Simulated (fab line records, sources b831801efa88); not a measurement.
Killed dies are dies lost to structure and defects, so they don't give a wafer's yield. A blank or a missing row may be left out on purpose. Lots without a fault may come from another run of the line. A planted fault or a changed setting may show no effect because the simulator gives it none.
Problem report in the 8D (eight disciplines) form, filled by code | flow gf180mcu | the parts of the form that need people (team, actions taken, sign-off) are left out

1. THE PROBLEM
STI_CVD_03_THK at GF_STI_THK_MEAS_04 reads a mean of 169.6 nm on 6 wafers of 2 lots; wafers without a fault read 207.6 nm with a standard deviation of 1.9. That is -20 standard deviations from the usual mean.
First seen on wafer L744.1, day 4 02:16, on film_metro-02. The record holds 33 wafers of 11 lots with a number at this step. Rule for "out", or "out of limits": more than 4 standard deviations from the usual mean. The other wafers with a number count as sound.

2. WHAT IT IS AND WHAT IT IS NOT
question                    | is                           | is not
which readings at this step | STI_CVD_03_THK               | -
which lots                  | L744, L747                   | L732, L735, L736, L737, L738, L739, L748, L752, L753
which wafers of those lots  | all that have a number       | -
read on which gauges        | film_metro-02, film_metro-03 | film_metro-04
when                        | from day 4 02:16             | up to then (18 sound wafers); but 9 sound wafers of L748, L752, L753 came after

3. SUSPECTS, AND WHAT RULES EACH OUT
Counting: a tool at a process step up to the reading stays a suspect if it ran every lot that is out and no sound lot after the first of them.
- the gauge at GF_STI_THK_MEAS_04: ruled out. The wafers that are out were read on 2 gauges (film_metro-02, film_metro-03).
- lpcvd-01 at GF_STI_CVD_03 (deposits Si3N4 from DCS/NH3, target thk 207.16 nm, time 3551 s): kept. It ran every lot that is out, first L744 (day 4 00:16), and no sound lot after that; its last sound lot up to then is L737 (day 2 13:39). Its own readings are out on those wafers: spike_tc_centre_C, zone_power_centre_pct, zone_power_lower_pct.
Left after counting: lpcvd-01 at GF_STI_CVD_03.

4. THE CAUSE (what the simulator had put in)
Process parameter drift: lpcvd-01, from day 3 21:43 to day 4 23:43, at GF_STI_CVD_03. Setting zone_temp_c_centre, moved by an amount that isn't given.
Counting left only this tool.

5. THE CHAIN OF EFFECTS, in route order
Each row: a reading whose mean over the struck wafers that have a number lies more than 3 standard deviations from the usual. Only readings for which the record gives a usual standard deviation are gone through. hours: the time from each lot's start at the first step in this table that gives one to its start at this step, as a median over the lots. sigmas: the change in usual standard deviations.
hours | step               | reading               | usual      | on struck wafers | change | sigmas
0     | GF_STI_CVD_03      | spike_tc_centre_C     | 769.5 C    | 737.7            | -31.8  | -21
0     | GF_STI_CVD_03      | spike_tc_lower_C      | 770.9 C    | 775.9            | +5.0   | +3.5
0     | GF_STI_CVD_03      | zone_power_centre_pct | 13.4 %     | 3.9              | -9.5   | -4.5
0     | GF_STI_CVD_03      | zone_power_lower_pct  | 11.5 %     | 18.4             | +6.9   | +5.3
2     | GF_STI_THK_MEAS_04 | STI_CVD_03_THK        | 207.6 nm   | 169.6            | -38.0  | -20
15    | GF_STI_ETCH_13     | oes_product_au        | 0.833 a.u. | 0.751            | -0.082 | -13
The process steps in it:
- GF_STI_CVD_03: deposits Si3N4 from DCS/NH3, target thk 207.16 nm, time 3551 s.
- GF_STI_ETCH_13: etches the open film in CHF3/O2, stops on Si, target depth 282.31 nm, time 112.9 s.
Later measuring or inspecting steps at which every struck wafer that the step has a row for has a number for every such reading, and none has moved that far: GF_POLY_GATE_CD_MEAS_10.

6. WHAT WOULD HAVE CAUGHT IT SOONER
In this record the first reading out of limits at a measuring or inspecting step was taken at day 4 02:16, 5 hours after the fault began at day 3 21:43.
The tool's own readings at GF_STI_CVD_03 were out on every struck wafer that the step has a row for (spike_tc_centre_C, zone_power_centre_pct, zone_power_lower_pct): an alarm limit on them would have fired on the first of those.
Of the lots that are out (2), L747 began GF_STI_CVD_03 on lpcvd-01 after day 4 02:16. A hold on the tool at that time would have spared it.
